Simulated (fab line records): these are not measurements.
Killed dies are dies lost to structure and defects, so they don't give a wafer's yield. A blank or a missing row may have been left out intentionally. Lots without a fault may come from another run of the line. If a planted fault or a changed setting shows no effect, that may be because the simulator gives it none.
Which tool was responsible? -- flow gf180mcu -- 33 wafers from 11 lots sampled at 6 of the route's 602 steps

## WHAT EACH GAUGE READ, for each wafer
GF_V1_THK_MEAS_25: measures by xrf.
lot,measured,on,V1_W_THK (nm)
L510,day 18 23:01,filmMetro-02,337 339 337
L511,day 19 09:49,filmMetro-03,328 335 327
L513,day 20 05:15,filmMetro-01,332 328 329
L517,day 21 11:47,filmMetro-03,331 340 332
L524,day 24 03:21,filmMetro-02,343 335 336
L525,day 24 09:32,filmMetro-02,335 339 342
L526,day 24 19:51,filmMetro-01,335 344 345
L527,day 25 07:56,filmMetro-02,343 344 345
L528,day 25 10:05,filmMetro-03,337 338 330
L530,day 26 01:20,filmMetro-01,341 340 331
L531,day 26 03:02,filmMetro-01,333 336 334

GF_M2_RS_MEAS_05: the measuring method here is four-point-probe.
lot,measured,on,M2_ALCU_RS (ohm/sq)
L510,day 18 23:36,filmMetro-04,0.0698 0.0716 0.0702
L511,day 19 10:26,filmMetro-03,0.0700 0.0691 0.0710
L513,day 20 05:50,filmMetro-03,0.0527 0.0531 0.0530
L517,day 21 12:22,filmMetro-01,0.0540 0.0524 0.0532
L524,day 24 03:56,filmMetro-03,0.0695 0.0701 0.0698
L525,day 24 10:07,filmMetro-04,0.0687 0.0693 0.0689
L526,day 24 20:27,filmMetro-03,0.0677 0.0678 0.0689
L527,day 25 08:47,filmMetro-01,0.0697 0.0700 0.0690
L528,day 25 10:44,filmMetro-03,0.0702 0.0692 0.0701
L530,day 26 01:55,filmMetro-01,0.0687 0.0696 0.0690
L531,day 26 03:37,filmMetro-03,0.0698 0.0680 0.0690

GF_M2_THK_MEAS_06: measures by xrf.
lot,measured,on,M2_ALCU_THK (nm)
L510,day 18 23:43,filmMetro-04,443 431 439
L511,day 19 10:32,filmMetro-03,444 451 438
L513,day 20 05:57,filmMetro-03,587 587 588
L517,day 21 12:29,filmMetro-01,573 589 580
L524,day 24 04:03,filmMetro-03,449 447 449
L525,day 24 10:14,filmMetro-04,451 448 449
L526,day 24 20:33,filmMetro-03,460 462 454
L527,day 25 08:54,filmMetro-01,440 441 448
L528,day 25 10:52,filmMetro-03,445 450 443
L530,day 26 02:02,filmMetro-01,447 445 447
L531,day 26 03:44,filmMetro-03,449 459 450

GF_M2_OVL_MEAS_15.
lot,measured,on,M2_OVL (nm)
L510,day 20 00:32,overlay-02,-7 0 -8
L511,day 20 11:23,overlay-02,-7 -2 -12
L513,day 21 06:00,overlay-01,4 -9 -6
L517,day 22 12:01,overlay-01,-1 -4 4
L524,day 25 01:25,overlay-02,-6 -5 -5
L525,day 25 08:22,overlay-01,5 7 1
L526,day 25 18:01,overlay-01,5 -3 -7
L527,day 26 05:58,overlay-01,-1 -8 -8
L528,day 26 08:01,overlay-02,1 5 1
L530,day 26 22:01,overlay-02,4 -9 -2
L531,day 27 00:40,overlay-01,3 -1 5

## WHICH TOOL RAN EACH LOT (tool, then ch and the chambers of the sampled wafers, then the start)
lot,GF_V1_ETCH_16,GF_M2_SPUTTER_02
L510,"rieDiel-04 ch 1,2,3, day 18 21:59","pvdSputter-03, day 18 23:31"
L511,"rieDiel-01 ch 0,2,3, day 19 08:49","pvdSputter-04, day 19 10:17"
L513,"rieDiel-01 ch 0,2,3, day 20 04:14","pvdSputter-04, day 20 05:44"
L517,"rieDiel-01 ch 1,2,3, day 21 10:48","pvdSputter-04, day 21 12:17"
L524,"rieDiel-04 ch 1,2,3, day 24 02:17","pvdSputter-03, day 24 03:50"
L525,"rieDiel-01 ch 0,3, day 24 08:33","pvdSputter-03, day 24 10:02"
L526,"rieDiel-03 ch 0,1,3, day 24 18:49","pvdSputter-04, day 24 20:19"
L527,"rieDiel-03 ch 0,3, day 25 06:55","pvdSputter-03, day 25 08:41"
L528,"rieDiel-03 ch 1,2,3, day 25 09:04","pvdSputter-03, day 25 10:39"
L530,"rieDiel-01 ch 2,3, day 26 00:19","pvdSputter-04, day 26 01:49"
L531,"rieDiel-03 ch 1,2,3, day 26 02:02","pvdSputter-01, day 26 03:31"
- GF_V1_ETCH_16: etches BARC in N2/H2.
- GF_M2_SPUTTER_02: material AlCu, target thk 450 nm, time 23.9 s.

## WHAT THE TOOLS THEMSELVES READ (means of the sampled wafers that have a number; where no wafer has one, the mark that the record gives instead)
GF_V1_ETCH_16.
lot,tool,drypumpMotorCurrentA (A),oesProductAu (a.u.),throttleValvePct (%)
L510,rieDiel-04,5.9,0.856,13.220
L511,rieDiel-01,5.6,0.858,13.225
L513,rieDiel-01,5.6,0.858,13.230
L517,rieDiel-01,5.6,0.854,13.223
L524,rieDiel-04,5.9,0.855,13.230
L525,rieDiel-01,5.7,0.857,13.240
L526,rieDiel-03,5.7,0.852,13.221
L527,rieDiel-03,5.6,0.859,13.220
L528,rieDiel-03,6.0,0.861,13.218
L530,rieDiel-01,5.8,0.855,13.228
L531,rieDiel-03,6.0,0.860,13.219

GF_M2_SPUTTER_02.
lot,tool,cathodeDcPowerW (W),throttleValvePct (%)
L510,pvdSputter-03,10600,29.8
L511,pvdSputter-04,10598,29.8
L513,pvdSputter-04,13720,28.5
L517,pvdSputter-04,13722,28.8
L524,pvdSputter-03,10598,29.8
L525,pvdSputter-03,10600,30.1
L526,pvdSputter-04,10599,28.9
L527,pvdSputter-03,10599,28.2
L528,pvdSputter-03,10599,29.8
L530,pvdSputter-04,10599,29.4
L531,pvdSputter-01,10600,29.5

## THE ANSWER, worked out from the rows above alone
Rule: the usual values come from the lots themselves. The widest of any qualifying gaps counts: lots, ordered by their means at a reading, are off when they make up no more than a third of the lots, leave a main group of 4 or more, and stand apart from it by 3 or more times the standard deviation of that group's means. Not used: any main group whose means are identical at the precision the tables above print for the reading. Also off: a lot with no number at a reading for which 4 or more lots have one. All remaining lots with rows at the step are treated as sound. The gauges are gone through in route order, then the tools' own readings, and for those a lot's mean is taken as printed above. At the first step where some lot is off, the reading lying furthest off is the one used; lots without a number count as furthest.
Off: L513, L517, seen at GF_M2_RS_MEAS_05 (M2_ALCU_RS). The main group: mean 0.0694 ohm/sq, standard deviation 0.00068.
A tool fits if, at a process step before that reading, it ran every lot that is off, and no sound lot after the first of them. Not tried: the gauges at GF_M2_RS_MEAS_05; whatever is off there is also off at GF_M2_SPUTTER_02, on other tools, and gauge error can't account for it. Of those tried, none fits.

## WHAT HAD BEEN PUT IN BY THE SIMULATOR
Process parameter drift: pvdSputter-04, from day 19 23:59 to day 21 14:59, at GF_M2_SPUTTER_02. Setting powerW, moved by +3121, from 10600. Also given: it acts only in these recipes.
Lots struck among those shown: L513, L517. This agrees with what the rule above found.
